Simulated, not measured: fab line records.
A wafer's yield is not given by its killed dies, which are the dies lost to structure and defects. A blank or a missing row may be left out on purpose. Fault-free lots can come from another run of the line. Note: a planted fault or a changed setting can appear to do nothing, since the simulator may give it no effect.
A single fault, viewed from 2 desks + flow gf180mcu + numbers are kept per desk, each desk with only its own; the story behind them comes last

## FROM THE METROLOGY DESK
What the gauges read, lot by lot, whatever tool the lot ran on: means of the sampled wafers that have a number. The brackets show how far a lot's mean lies from the usual mean; more than 4 standard deviations puts the lot out of limits, marked OUT.
Columns: A = V5_CVD_02_THK at GF_V5_THK_MEAS_03, usual 1451 nm
| lot  | first seen here | A    |
|------|-----------------|------|
| L621 | day 26 09:17    | 1460 |
| L622 | day 26 21:56    | 1436 |
| L623 | day 27 00:11    | 1440 |
| L632 | day 29 21:01    | 1444 |
| L633 | day 30 04:16    | 1435 |
| L634 | day 30 08:45    | 1437 |
| L637 | day 31 07:04    | 1458 |
| L638 | day 31 17:46    | 1463 |
| L639 | day 31 18:02    | 1447 |
| L640 | day 31 22:07    | 1446 |
| L642 | day 32 10:53    | 1457 |
| L644 | day 32 22:36    | 1449 |
This desk found nothing out of limits on any of the 12 lots.

## TOOL OWNER'S DESK, wet bench-03
The tool's own readings at GF_M5_STRIP_12 (strips in post etch residue remover, time 1200 s): means of the sampled wafers that have a number, for each lot that ran on this tool. The brackets show how far a lot's mean lies from the usual mean; more than 4 standard deviations puts the lot out of limits, marked OUT.
Columns: A = temp c at GF_M5_STRIP_12, usual 72.50 C
| lot  | first seen here | A     |
|------|-----------------|-------|
| L622 | day 26 21:16    | 72.51 |
| L623 | day 26 23:32    | 72.37 |
| L632 | day 29 20:22    | 72.40 |
| L633 | day 30 03:34    | 72.46 |
This desk found nothing out of limits on any of the 4 lots.

## TAKEN TOGETHER
From the metrology desk's view, nothing was out of limits.
The tool owner's desk saw nothing out of limits.

## WHAT THE SIMULATOR HAD INSERTED
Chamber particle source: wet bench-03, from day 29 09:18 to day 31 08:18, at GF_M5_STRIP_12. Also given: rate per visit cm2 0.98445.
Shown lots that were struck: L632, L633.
